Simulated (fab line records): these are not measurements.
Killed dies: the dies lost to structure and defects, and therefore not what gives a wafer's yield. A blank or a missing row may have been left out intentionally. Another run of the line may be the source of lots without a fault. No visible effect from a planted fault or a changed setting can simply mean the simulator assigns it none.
Which tool did it?    flow gf180mcu    7 lots with 21 wafers sampled at 2 steps, on a route of 602 steps

WHAT THE GAUGES SHOWED, per wafer
GF_HV_LDD_TW_MEAS_38.
lot   measured      on             HV_LDD_3_TW
L717  day 11 23:37  film-metro-01  1425 1425 1425
L720  day 13 00:23  film-metro-03  1456 1459 1441
L725  day 14 13:32  film-metro-01  1304 1295 1307
L727  day 14 18:53  film-metro-04  1302 1302 1305
L731  day 16 05:07  film-metro-03  1453 1445 1451
L735  day 17 16:59  film-metro-01  1427 1430 1427
L737  day 19 02:32  film-metro-04  1427 1425 1433

TOOL THAT RAN EACH LOT (tool first, then ch and the chambers of the sampled wafers, then the start)
lot   GF_HV_LDD_IMPLANT_36
L717  implanter-03 ch 0, day 11 23:22
L720  implanter-01 ch 0, day 13 00:10
L725  implanter-03, day 14 13:17
L727  implanter-01, day 14 18:38
L731  implanter-01 ch 0, day 16 04:52
L735  implanter-01 ch 0, day 17 16:45
L737  implanter-02 ch 0, day 19 02:17
- GF_HV_LDD_IMPLANT_36

THE ANSWER, worked out from the rows above alone
Rule: the lots themselves supply what counts as usual. Put in order of their means at a reading, lots are off if they are a third of the lots or fewer, leave a main group of 4 or more, and stand apart from it by a gap of 3 or more times the standard deviation of the main group's means; of several such gaps the widest counts. Not used: any main group whose means are identical at the precision the tables above print for the reading. Also off: a lot with no number at a reading for which 4 or more lots have one. The other lots that the step has rows for count as sound.
Off: L725, L727, seen at GF_HV_LDD_TW_MEAS_38 (HV_LDD_3_TW). The main group: mean 1437, standard deviation 12.
If a tool, at a process step before that reading, ran all the lots that are off and no sound lot after the first of them, it fits. Those tools and the gauges at GF_HV_LDD_TW_MEAS_38 are tried in the same way. No candidate that was tried fits.

WHAT HAD BEEN PUT IN BY THE SIMULATOR
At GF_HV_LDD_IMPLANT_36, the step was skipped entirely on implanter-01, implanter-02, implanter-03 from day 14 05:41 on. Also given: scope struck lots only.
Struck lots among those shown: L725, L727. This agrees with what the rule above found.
